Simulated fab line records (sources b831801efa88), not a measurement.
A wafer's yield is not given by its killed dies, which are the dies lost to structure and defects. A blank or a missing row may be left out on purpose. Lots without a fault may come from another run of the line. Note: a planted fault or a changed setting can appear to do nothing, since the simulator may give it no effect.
fab line records / flow sky130
[record] lots = 6 wafers = 18 lastDay = 49
route steps=708 shown LDD_N@247 LDD_P@255 PAD_OPEN@708
lots untouched by any fault: they come from a run of this same line in which no faults occurred
startH: hours from the record's first day to the start of the lot's first wafer shown / waitH: hours from the lot's prior step to this one / " identical to the entry in the row above / L1.1+2: a row that stands for several wafers / - value missing, or start not given / * or withheld: withheld / < > ~ a bound
route shown NAME@n: NAME is a module with steps in the file, n the number in the route of the first one / usual: mean and standard deviation over wafers with no fault / same: alike in all rows / chamber/n: place in a boat / sites: per-site readings / _std_site: standard deviation of those values / _edge_site: inner sites' mean taken away from outer sites' mean / radiusMm: how far each site lies from the wafer's centre / mask NAME#n: copy n / behind: the most recent tool/chamber to have shaped the wafer / hold: reason for holding the lot/hours on hold/outcome of the hold / device: names the non-switching transistor (n, p or np) / end of line: the same wafers' tests at the end of the route / a step with no rows: only its recipe / killed: not the wafer's yield, but the dies lost to structure and defects at the first sort / map: a wafer's dies, marking killed ones x, the rest . and places with no die _
set.NAME: the run value of the setting; set.NAME@STEP: its run value at that earlier step / model.NAME: the simulator's own value behind a step, which no gauge read
lots at some steps of the route; a table a step, a row a wafer
services: a tool's chamber out of use, with start hour (startH, from the record's first day; less than 0 if before it), hours out, and reason
[[steps]]
[step SKY_LDD_N_IMPLANT_10]
[recipe] species = As energyKev = 20 doseCm2 = 7.5e+13 tiltDeg = withheld rotationDeg = 203
[step SKY_LDD_N_IMPLANT_11]
[recipe] species = As energyKev = 20 doseCm2 = 7.5e+13 tiltDeg = withheld rotationDeg = 293
[step SKY_LDD_N_IMPLANT_12]
[recipe] species = BF2 energyKev = 50 doseCm2 = 5e+12 tiltDeg = 30 rotationDeg = 0
[step SKY_LDD_N_IMPLANT_13]
[recipe] species = BF2 energyKev = 50 doseCm2 = 5e+12 tiltDeg = 30 rotationDeg = 90
[step SKY_LDD_N_IMPLANT_14]
[recipe] species = BF2 energyKev = 50 doseCm2 = 5e+12 tiltDeg = 30 rotationDeg = 180
[step SKY_LDD_N_IMPLANT_15]
[recipe] species = BF2 energyKev = 50 doseCm2 = 5e+12 tiltDeg = 30 rotationDeg = 270
[step SKY_LDD_N_STRIP_16]
[recipe] chemistry = O2/N2 powerW = 1400 pressureMtorr = 1500 platenTempC = withheld o2FlowSccm = 3000 n2FlowSccm = 300 overashFraction = 0.5
[usual] drypumpMotorCurrentA = 5.5/0.52 oesProductAu = 0.407/0.0045 stripTimeToEndpointS = 4.315/0.017
lot.wafer=L654.1 tool=plasmaAsher-03 chamber=1 startH=403.95 waitH=0.1 drypumpMotorCurrentA=6.0 oesProductAu=0.401 rfHoursCounterH=70 stripTimeToEndpointS=4.306
lot.wafer=L654.2 tool=plasmaAsher-03 chamber=0 startH=403.95 waitH=0.1 drypumpMotorCurrentA=4.9 oesProductAu=0.414 rfHoursCounterH=70 stripTimeToEndpointS=4.317
lot.wafer=L654.6 tool=plasmaAsher-03 chamber=1 startH=403.95 waitH=0.1 drypumpMotorCurrentA=6.0 oesProductAu=0.402 rfHoursCounterH=- stripTimeToEndpointS=4.300
lot.wafer=L662.1 tool=plasmaAsher-01 chamber=0 startH=487.60 waitH=0.1 drypumpMotorCurrentA=4.7 oesProductAu=0.411 rfHoursCounterH=35 stripTimeToEndpointS=4.321
lot.wafer=L662.3 tool=plasmaAsher-01 chamber=0 startH=487.60 waitH=0.1 drypumpMotorCurrentA=4.7 oesProductAu=0.413 rfHoursCounterH=- stripTimeToEndpointS=4.321
lot.wafer=L662.6 tool=plasmaAsher-01 chamber=0 startH=487.60 waitH=0.1 drypumpMotorCurrentA=4.7 oesProductAu=0.407 rfHoursCounterH=- stripTimeToEndpointS=4.321
lot.wafer=L666.2 tool=plasmaAsher-03 chamber=0 startH=538.95 waitH=0.1 drypumpMotorCurrentA=4.9 oesProductAu=0.410 rfHoursCounterH=85 stripTimeToEndpointS=4.344
lot.wafer=L666.4 tool=plasmaAsher-03 chamber=0 startH=538.95 waitH=0.1 drypumpMotorCurrentA=4.9 oesProductAu=0.408 rfHoursCounterH=- stripTimeToEndpointS=4.320
lot.wafer=L666.6 tool=plasmaAsher-03 chamber=1 startH=538.95 waitH=0.1 drypumpMotorCurrentA=6.0 oesProductAu=0.403 rfHoursCounterH=- stripTimeToEndpointS=4.315
lot.wafer=L668.2 tool=plasmaAsher-03 chamber=0 startH=549.05 waitH=0.1 drypumpMotorCurrentA=4.9 oesProductAu=0.405 rfHoursCounterH=86 stripTimeToEndpointS=4.342
lot.wafer=L668.4 tool=plasmaAsher-03 chamber=0 startH=549.05 waitH=0.1 drypumpMotorCurrentA=4.9 oesProductAu=0.400 rfHoursCounterH=- stripTimeToEndpointS=4.323
lot.wafer=L668.6 tool=plasmaAsher-03 chamber=1 startH=549.05 waitH=0.1 drypumpMotorCurrentA=6.0 oesProductAu=0.407 rfHoursCounterH=- stripTimeToEndpointS=4.278
lot.wafer=L670.3 tool=plasmaAsher-01 chamber=0 startH=556.08 waitH=0.1 drypumpMotorCurrentA=4.7 oesProductAu=0.401 rfHoursCounterH=- stripTimeToEndpointS=4.323
lot.wafer=L670.4 tool=plasmaAsher-01 chamber=1 startH=556.08 waitH=0.1 drypumpMotorCurrentA=6.2 oesProductAu=0.403 rfHoursCounterH=- stripTimeToEndpointS=4.306
lot.wafer=L670.5 tool=plasmaAsher-01 chamber=1 startH=556.08 waitH=0.1 drypumpMotorCurrentA=6.2 oesProductAu=0.407 rfHoursCounterH=- stripTimeToEndpointS=4.314
lot.wafer=L673.1 tool=plasmaAsher-02 chamber=0 startH=578.00 waitH=0.1 drypumpMotorCurrentA=5.7 oesProductAu=0.410 rfHoursCounterH=15 stripTimeToEndpointS=4.310
lot.wafer=L673.2 tool=plasmaAsher-02 chamber=1 startH=578.00 waitH=0.1 drypumpMotorCurrentA=5.7 oesProductAu=0.411 rfHoursCounterH=15 stripTimeToEndpointS=4.325
lot.wafer=L673.6 tool=plasmaAsher-02 chamber=0 startH=578.00 waitH=0.1 drypumpMotorCurrentA=5.7 oesProductAu=0.403 rfHoursCounterH=- stripTimeToEndpointS=4.325
[step SKY_LDD_N_TW_MEAS_17]
[usual] LDD_N_TW = 2594/30
lot.wafer=L654.1 tool=filmMetro-03 chamber=- startH=404.05 waitH=0.1 LDD_N_TW=2538
lot.wafer=L654.2 tool=filmMetro-03 chamber=- startH=404.05 waitH=0.1 LDD_N_TW=2527
lot.wafer=L654.6 tool=filmMetro-03 chamber=- startH=404.05 waitH=0.1 LDD_N_TW=2534
lot.wafer=L662.1 tool=filmMetro-04 chamber=- startH=487.70 waitH=0.1 LDD_N_TW=2601
lot.wafer=L662.3 tool=filmMetro-04 chamber=- startH=487.70 waitH=0.1 LDD_N_TW=2605
lot.wafer=L662.6 tool=filmMetro-04 chamber=- startH=487.70 waitH=0.1 LDD_N_TW=2610
lot.wafer=L666.2 tool=filmMetro-02 chamber=- startH=539.06 waitH=0.1 LDD_N_TW=2613
lot.wafer=L666.4 tool=filmMetro-02 chamber=- startH=539.06 waitH=0.1 LDD_N_TW=2608
lot.wafer=L666.6 tool=filmMetro-02 chamber=- startH=539.06 waitH=0.1 LDD_N_TW=2612
lot.wafer=L668.2 tool=filmMetro-04 chamber=- startH=549.16 waitH=0.1 LDD_N_TW=2620
lot.wafer=L668.4 tool=filmMetro-04 chamber=- startH=549.16 waitH=0.1 LDD_N_TW=2621
lot.wafer=L668.6 tool=filmMetro-04 chamber=- startH=549.16 waitH=0.1 LDD_N_TW=2620
lot.wafer=L670.3 tool=filmMetro-04 chamber=- startH=556.17 waitH=0.1 LDD_N_TW=2609
lot.wafer=L670.4 tool=filmMetro-04 chamber=- startH=556.17 waitH=0.1 LDD_N_TW=2608
lot.wafer=L670.5 tool=filmMetro-04 chamber=- startH=556.17 waitH=0.1 LDD_N_TW=2615
lot.wafer=L673.1 tool=filmMetro-02 chamber=- startH=578.10 waitH=0.1 LDD_N_TW=2597
lot.wafer=L673.2 tool=filmMetro-02 chamber=- startH=578.10 waitH=0.1 LDD_N_TW=2607
lot.wafer=L673.6 tool=filmMetro-02 chamber=- startH=578.10 waitH=0.1 LDD_N_TW=2598
[step SKY_LDD_P_DEHYDRATE_00]
[recipe] tempC = 200 timeS = 60
[step SKY_LDD_P_HMDS_01]
[recipe] primeTimeS = 60 primeTempC = 120
[step SKY_LDD_P_COAT_02]
[recipe] resist = NOVOLAK spinRpm = 3000 resistThkNm = 1140
[step SKY_LDD_P_SOFTBAKE_03]
[recipe] tempC = 90 timeS = 60 resist = NOVOLAK
[step SKY_LDD_P_EXPOSE_04]
[recipe] maskId = PSDM na = 0.6 sourceShape = conventional sigmaOuter = 0.6 polarization = unpolarized targetCdNm = 380 doseMj = 138
lot.wafer=L654.1+2+6 tool=ilineStepper-02 chamber=0 startH=419.38 waitH=- mask=PSDM#0 model.LDD_P.overlayXNm=1.585
lot.wafer=L662.1+3+6 tool=ilineStepper-01 chamber=0 startH=502.80 waitH=- mask=PSDM#0 model.LDD_P.overlayXNm=-0.4818
lot.wafer=L666.2+4+6 tool=ilineStepper-02 chamber=0 startH=553.96 waitH=- mask=PSDM#0 model.LDD_P.overlayXNm=-0.1933
lot.wafer=L668.2+4+6 tool=ilineStepper-02 chamber=0 startH=564.04 waitH=- mask=PSDM#0 model.LDD_P.overlayXNm=3.058
lot.wafer=L670.3+4+5 tool=ilineStepper-01 chamber=0 startH=571.57 waitH=- mask=PSDM#0 model.LDD_P.overlayXNm=0.2272
lot.wafer=L673.1+2+6 tool=ilineStepper-01 chamber=0 startH=592.23 waitH=- mask=PSDM#0 model.LDD_P.overlayXNm=-0.7452
[step SKY_LDD_P_PEB_05]
[recipe] tempC = withheld timeS = * resist = NOVOLAK
[step SKY_PAD_OPEN_PROBE_99]
[usual] killed_at_M0_to_M3 = 43/6.7 killed_at_M4_up = 3.2/1.9 killedAtContacts = 24/5.9 killedAtFrontEnd = 15/4.1 killedAtOther = 0.3/0.56 killedDies = 86/9.5 killedOpen = 47/7.4 killedShort = 39/5.5
[same] grossDies = 492 killedAtBackSide = 0
lot.wafer=L654.1 tool=prober-02 chamber=- startH=1074.76 waitH=0.1 killed_at_M0_to_M3=40 killed_at_M4_up=2 killedAtContacts=33 killedAtFrontEnd=15 killedAtOther=0 killedDies=90 killedOpen=49 killedShort=41
lot.wafer=L654.2 tool=prober-02 chamber=- startH=1074.81 waitH=0.1 killed_at_M0_to_M3=48 killed_at_M4_up=4 killedAtContacts=24 killedAtFrontEnd=14 killedAtOther=1 killedDies=91 killedOpen=52 killedShort=39
lot.wafer=L654.6 tool=prober-02 chamber=- startH=1075.01 waitH=0.2 killed_at_M0_to_M3=36 killed_at_M4_up=5 killedAtContacts=31 killedAtFrontEnd=11 killedAtOther=0 killedDies=83 killedOpen=41 killedShort=42
lot.wafer=L662.1 tool=prober-01 chamber=- startH=1131.63 waitH=0.1 killed_at_M0_to_M3=48 killed_at_M4_up=4 killedAtContacts=12 killedAtFrontEnd=11 killedAtOther=0 killedDies=75 killedOpen=40 killedShort=35
lot.wafer=L662.3 tool=prober-01 chamber=- startH=1131.73 waitH=0.2 killed_at_M0_to_M3=47 killed_at_M4_up=7 killedAtContacts=22 killedAtFrontEnd=19 killedAtOther=1 killedDies=96 killedOpen=51 killedShort=44
lot.wafer=L662.6 tool=prober-01 chamber=- startH=1131.88 waitH=0.2 killed_at_M0_to_M3=32 killed_at_M4_up=4 killedAtContacts=22 killedAtFrontEnd=18 killedAtOther=0 killedDies=76 killedOpen=42 killedShort=33
lot.wafer=L668.2 tool=prober-02 chamber=- startH=1166.64 waitH=0.1 killed_at_M0_to_M3=43 killed_at_M4_up=3 killedAtContacts=36 killedAtFrontEnd=25 killedAtOther=0 killedDies=107 killedOpen=60 killedShort=47
lot.wafer=L668.4 tool=prober-02 chamber=- startH=1166.74 waitH=0.2 killed_at_M0_to_M3=42 killed_at_M4_up=4 killedAtContacts=30 killedAtFrontEnd=20 killedAtOther=0 killedDies=96 killedOpen=52 killedShort=44
lot.wafer=L668.6 tool=prober-02 chamber=- startH=1166.84 waitH=0.2 killed_at_M0_to_M3=49 killed_at_M4_up=0 killedAtContacts=28 killedAtFrontEnd=16 killedAtOther=0 killedDies=93 killedOpen=46 killedShort=47
lot.wafer=L670.3 tool=prober-02 chamber=- startH=1171.78 waitH=0.2 killed_at_M0_to_M3=48 killed_at_M4_up=1 killedAtContacts=12 killedAtFrontEnd=11 killedAtOther=0 killedDies=72 killedOpen=40 killedShort=32
lot.wafer=L670.4 tool=prober-02 chamber=- startH=1171.83 waitH=0.2 killed_at_M0_to_M3=42 killed_at_M4_up=3 killedAtContacts=21 killedAtFrontEnd=20 killedAtOther=0 killedDies=86 killedOpen=48 killedShort=38
lot.wafer=L670.5 tool=prober-02 chamber=- startH=1171.88 waitH=0.2 killed_at_M0_to_M3=46 killed_at_M4_up=2 killedAtContacts=12 killedAtFrontEnd=14 killedAtOther=1 killedDies=75 killedOpen=40 killedShort=35
// killed by level:class
L654.1 CONTACT:geometricParticle:open=14 LI_CONTACT:geometricParticle:open=10 VIA2:geometricParticle:open=8 VIA1:geometricParticle:open=7 METAL1:geometricParticle:short=6 VIA1:geometricParticle:short=5 POLY_GATE:geometricParticle:short=4 METAL2:geometricParticle:short=4
L654.2 VIA2:geometricParticle:open=14 CONTACT:geometricParticle:open=10 VIA1:geometricParticle:open=9 VIA3:geometricParticle:open=9 FIELD_ISO:geometricParticle:short=6 LI_CONTACT:geometricParticle:open=5 CONTACT:geometricParticle:short=5 VIA2:geometricParticle:short=5
L654.6 CONTACT:geometricParticle:open=14 VIA1:geometricParticle:open=9 VIA1:geometricParticle:short=7 METAL2:geometricParticle:short=6 LOCAL_INTERCONNECT:geometricParticle:short=5 CONTACT:geometricParticle:short=5 LI_CONTACT:geometricParticle:open=4 VIA3:geometricParticle:open=4
L662.1 VIA1:geometricParticle:open=10 METAL1:geometricParticle:short=8 VIA2:geometricParticle:open=7 METAL2:geometricParticle:short=5 VIA3:geometricParticle:open=5 POLY_GATE:geometricParticle:open=4 LI_CONTACT:geometricParticle:open=4 CONTACT:geometricParticle:open=4
L662.3 VIA2:geometricParticle:open=11 CONTACT:geometricParticle:open=8 FIELD_ISO:geometricParticle:open=7 VIA1:geometricParticle:open=7 METAL1:geometricParticle:short=6 VIA3:geometricParticle:open=6 METAL4:geometricParticle:short=6 LOCAL_INTERCONNECT:geometricParticle:short=5
L662.6 VIA1:geometricParticle:open=9 CONTACT:geometricParticle:open=8 FIELD_ISO:geometricParticle:open=7 LI_CONTACT:geometricParticle:open=5 CONTACT:geometricParticle:short=5 VIA1:geometricParticle:short=4 VIA2:geometricParticle:open=4 METAL3:geometricParticle:short=4
L668.2 CONTACT:geometricParticle:open=14 LI_CONTACT:geometricParticle:open=10 VIA1:geometricParticle:open=8 VIA3:geometricParticle:open=7 POLY_GATE:geometricParticle:short=7 VIA1:geometricParticle:short=6 POLY_GATE:geometricParticle:open=6 CONTACT:geometricParticle:short=6
L668.4 VIA1:geometricParticle:open=14 CONTACT:geometricParticle:open=11 VIA1:geometricParticle:short=8 CONTACT:geometricParticle:short=7 METAL1:geometricParticle:short=6 LI_CONTACT:geometricParticle:open=5 FIELD_ISO:geometricParticle:open=4 POLY_GATE:geometricParticle:open=4
L668.6 LI_CONTACT:geometricParticle:open=9 VIA1:geometricParticle:open=9 CONTACT:geometricParticle:open=8 VIA1:geometricParticle:short=7 METAL2:geometricParticle:short=6 VIA3:geometricParticle:open=6 POLY_GATE:geometricParticle:short=5 VIA2:geometricParticle:short=5
L670.3 VIA1:geometricParticle:open=10 VIA2:geometricParticle:open=9 LI_CONTACT:geometricParticle:open=7 VIA3:geometricParticle:open=6 METAL2:geometricParticle:short=5 METAL3:geometricParticle:short=5 VIA1:geometricParticle:short=4 POLY_GATE:geometricParticle:open=3
L670.4 VIA1:geometricParticle:open=11 CONTACT:geometricParticle:short=8 FIELD_ISO:geometricParticle:short=7 VIA3:geometricParticle:open=6 CONTACT:geometricParticle:open=6 VIA2:geometricParticle:open=6 METAL1:geometricParticle:short=5 POLY_GATE:geometricParticle:short=4
L670.5 VIA2:geometricParticle:open=13 VIA1:geometricParticle:open=8 VIA1:geometricParticle:short=6 LI_CONTACT:geometricParticle:open=4 METAL2:geometricParticle:short=4 FIELD_ISO:geometricParticle:short=3 FIELD_ISO:geometricParticle:open=3 POLY_GATE:geometricParticle:short=3
[[services]]
tool=plasmaAsher-01 chamber=- startH=420.88 hours=14.6 kind=pm
tool=plasmaAsher-02 chamber=- startH=421.25 hours=9.0 kind=pm
tool=plasmaAsher-02 chamber=0 startH=421.25 hours=9.0 kind=ventCycle
tool=plasmaAsher-02 chamber=1 startH=421.25 hours=9.0 kind=ventCycle
tool=plasmaAsher-02 chamber=0 startH=430.25 hours=- kind=clean
tool=plasmaAsher-02 chamber=1 startH=430.25 hours=- kind=clean
tool=plasmaAsher-03 chamber=- startH=435.54 hours=1.8 kind=repair
tool=ilineStepper-01 chamber=- startH=438.37 hours=1.7 kind=pm
tool=plasmaAsher-01 chamber=- startH=440.45 hours=2.0 kind=repair
tool=plasmaAsher-01 chamber=- startH=490.81 hours=6.3 kind=repair
tool=plasmaAsher-01 chamber=- startH=525.40 hours=2.0 kind=repair
tool=plasmaAsher-03 chamber=- startH=574.51 hours=13.9 kind=repair
tool=plasmaAsher-01 chamber=- startH=581.95 hours=2.8 kind=pm
[[key]]
firstSign none at tools or gauges
[modelEffect] step = SKY_LDD_P_EXPOSE_04 value = LDD_P.overlayXNm without = -1.481 struck = 1.432
metAt SKY_LDD_P_EXPOSE_04
struckWafers L666.2,L666.4,L666.6,L668.2,L668.4,L668.6
testerLeftOut L666,L668
onsetBetween 419.38 553.96
alsoFits SKY_LDD_N_STRIP_16:plasmaAsher-03
[fault] kind = scannerMatchingOverlay tool = ilineStepper-02 chamber = - onsetH = 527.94 steps = SKY_LDD_P_EXPOSE_04 offset = 2.9129
// testerLeftOut: of these lots the tester's yield and bins aren't shown, on N5 and GAA mostly nor the transistor test; their killed dies are dies lost to structure and defects alone, not to doping, threshold or leakage, so they don't give the yield
